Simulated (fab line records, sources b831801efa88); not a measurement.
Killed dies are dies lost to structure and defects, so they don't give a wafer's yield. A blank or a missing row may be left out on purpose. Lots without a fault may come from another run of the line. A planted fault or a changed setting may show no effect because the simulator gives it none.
Which tool did it? | flow sky130 | 11 lots, 33 wafers sampled, at 5 steps of a route of 708

WHAT THE GAUGES READ, wafer by wafer
SKY_VIA1_THK_MEAS_23: measures by xrf.
lot  | measured     | on            | VIA1_W_THK (nm)
L212 | day 33 00:06 | film_metro-02 | 269 270 273
L213 | day 34 01:14 | film_metro-03 | 268 271 272
L214 | day 34 16:31 | film_metro-04 | 273 273 270
L217 | day 35 21:26 | film_metro-04 | 275 275 274
L219 | day 36 18:34 | film_metro-04 | 275 277 274
L221 | day 37 11:51 | film_metro-03 | 273 272 273
L222 | day 37 20:06 | film_metro-04 | 272 278 273
L223 | day 38 00:10 | film_metro-03 | 271 275 275
L225 | day 39 18:04 | film_metro-02 | 270 270 269
L227 | day 39 20:44 | film_metro-04 | 276 272 272
L230 | day 40 03:19 | film_metro-02 | 271 277 277

WHICH TOOL RAN EACH LOT (tool, then ch and the chambers of the sampled wafers, then the start)
lot  | SKY_VIA1_CMP_02               | SKY_VIA1_ETCH_14                   | SKY_VIA1_STRIP_16                    | SKY_VIA1_SPUTTER_20
L212 | cmp-02 ch 1,2, day 31 12:51   | rie_diel-03 ch 0,2,3, day 32 23:01 | plasma_asher-03 ch 0,1, day 32 23:06 | pvd_sputter-03, day 32 23:49
L213 | cmp-01 ch 0,1,3, day 33 00:39 | rie_diel-04 ch 0,2,3, day 34 00:16 | plasma_asher-01 ch 0,1, day 34 00:21 | pvd_sputter-03, day 34 00:56
L214 | cmp-02 ch 0,2, day 33 16:04   | rie_diel-04 ch 0,1, day 34 15:34   | plasma_asher-03 ch 0,1, day 34 15:39 | pvd_sputter-04, day 34 16:14
L217 | cmp-02 ch 0,2,3, day 34 17:37 | rie_diel-04 ch 1,2,3, day 35 20:28 | plasma_asher-03 ch 0,1, day 35 20:33 | pvd_sputter-02, day 35 21:09
L219 | cmp-01 ch 2,3, day 35 15:30   | rie_diel-03 ch 0,3, day 36 17:34   | plasma_asher-01 ch 0,1, day 36 17:39 | pvd_sputter-03, day 36 18:17
L221 | cmp-02 ch 1,2,3, day 36 11:02 | rie_diel-03 ch 1,2,3, day 37 10:52 | plasma_asher-02 ch 0,1, day 37 10:57 | pvd_sputter-03, day 37 11:35
L222 | cmp-01 ch 1,2,3, day 36 16:13 | rie_diel-03 ch 0,2,3, day 37 19:07 | plasma_asher-01 ch 0,1, day 37 19:12 | pvd_sputter-02, day 37 19:50
L223 | cmp-01 ch 0,1, day 36 21:01   | rie_diel-01 ch 0,1,2, day 37 23:13 | plasma_asher-01 ch 1, day 37 23:18   | pvd_sputter-02, day 37 23:53
L225 | cmp-01 ch 1,3, day 38 15:22   | rie_diel-03 ch 0,1,3, day 39 17:04 | plasma_asher-01 ch 1, day 39 17:09   | pvd_sputter-04, day 39 17:47
L227 | cmp-01 ch 0,1,3, day 38 17:59 | rie_diel-03 ch 0,1,2, day 39 19:46 | plasma_asher-03 ch 0,1, day 39 19:53 | pvd_sputter-02, day 39 20:27
L230 | cmp-01 ch 1,2,3, day 39 00:17 | rie_diel-03 ch 0,1, day 40 02:19   | plasma_asher-03 ch 0,1, day 40 02:24 | pvd_sputter-03, day 40 03:02
- SKY_VIA1_CMP_02: polishes SiO2.
- SKY_VIA1_ETCH_14: etches BARC in N2/H2, stops on SiO2, time 45.9 s, target depth 60 nm.
- SKY_VIA1_STRIP_16: strips in O2/N2.
- SKY_VIA1_SPUTTER_20: material TiN, target thk 20 nm, time 80 s.

THE ANSWER, worked out from the rows above alone
Rule: what is usual is taken from the lots themselves. Put in order of their means at a reading, lots are off if they are a third of the lots or fewer, leave a main group of 4 or more, and stand apart from it by a gap of 3 or more times the standard deviation of the main group's means; of several such gaps the widest counts. A main group whose means are all the same, to the digits that the tables above print for the reading, isn't used. A lot without any number at a reading at which 4 lots or more have one is off too. The other lots that the step has rows for count as sound.
No lot is off at any reading shown: from this, nothing can be told.

WHAT THE SIMULATOR HAD PUT IN
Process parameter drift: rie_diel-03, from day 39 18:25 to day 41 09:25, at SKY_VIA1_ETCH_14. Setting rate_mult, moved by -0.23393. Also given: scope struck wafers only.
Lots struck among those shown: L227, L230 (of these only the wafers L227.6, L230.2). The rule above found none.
